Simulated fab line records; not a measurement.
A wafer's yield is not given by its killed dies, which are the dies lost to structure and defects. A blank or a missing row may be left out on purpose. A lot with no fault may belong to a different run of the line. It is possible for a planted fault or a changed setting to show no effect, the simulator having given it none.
Problem report in the 8D (eight disciplines) form, filled by code | flow gf180mcu | the parts of the form that need people (team, actions taken, sign-off) are left out

## 1. WHAT WENT WRONG
Mean of runLengthS at GF_POLY_GATE_ETCH_13: 88.0 s across 4 wafers in 3 lots; on wafers with no fault it is 98.1 s (standard deviation 0.37). That puts it -27 standard deviations away from the usual mean.
The step: etches poly-Si in HBr/Cl2, stops on SiO2, target depth 198.5 nm, time 69.6 s.
The first sign was on wafer L367.2 at day 14 12:23, on rieSi-01. At this step, 20 wafers from 7 lots have a number in the record. By rule, "out" or "out of limits" means more than 4 standard deviations away from the usual mean. The rest of the wafers with a number are treated as sound.

## 2. WHAT IT IS; WHAT IT IS NOT
question                    | is                             | is not
which readings at this step | runLengthS                     | drypumpMotorCurrentA, throttleValvePct
which lots                  | L367, L368, L369               | L354, L356, L358, L371
which wafers of those lots  | L367.2, L368.2, L369.2, L369.3 | L367.1, L367.4, L368.5, L368.6
read on which tools         | rieSi-01                       | rieSi-02
when                        | from day 14 12:23              | up to then (11 sound wafers); but 5 sound wafers of L368, L371 came after

## 3. SUSPECTS, AND WHAT RULES EACH OUT
Counting: a tool at a process step up to the reading stays a suspect if it ran every lot that is out. Sound lots after the first of them don't rule it out here, since some wafers of a struck lot are sound.
- rieSi-01 at GF_POLY_GATE_ETCH_13 (etches poly-Si in HBr/Cl2, stops on SiO2, target depth 198.5 nm, time 69.6 s): kept. It processed each lot that is out (first: L367, day 14 12:23); up to then, its last sound lot is L356 (day 11 08:47). Its own runLengthS readings are out on those wafers.
After counting, what remains is rieSi-01 at GF_POLY_GATE_ETCH_13.

## 4. THE CAUSE (what the simulator had put in)
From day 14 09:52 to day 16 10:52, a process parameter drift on rieSi-01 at GF_POLY_GATE_ETCH_13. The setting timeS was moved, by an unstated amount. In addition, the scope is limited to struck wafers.
This tool alone remained once counting was done.

## 5. THE EFFECT CHAIN, in route order
Each row: a reading where the mean over the struck wafers with a number is more than 3 standard deviations away from the usual. Readings are gone through only where the record gives a usual standard deviation; hours: the median, over the lots, of the time from a lot's start at the first step in this table giving one to that lot's start at this step; sigmas: the change measured in usual standard deviations.
hours | step                 | reading    | usual  | on struck wafers | change | sigmas
0     | GF_POLY_GATE_ETCH_13 | runLengthS | 98.1 s | 88.0             | -10.1  | -27
It contains these process steps:
- GF_POLY_GATE_ETCH_13: etches poly-Si in HBr/Cl2, stops on SiO2, target depth 198.5 nm, time 69.6 s.
Readings that are blank on the struck wafers while sound wafers have them: biasW at GF_POLY_GATE_ETCH_13.

## 6. HOW IT WOULD HAVE BEEN CAUGHT EARLIER
The fault began at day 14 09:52; the first out-of-limits reading in this record came at day 14 12:23, 3 hours later.
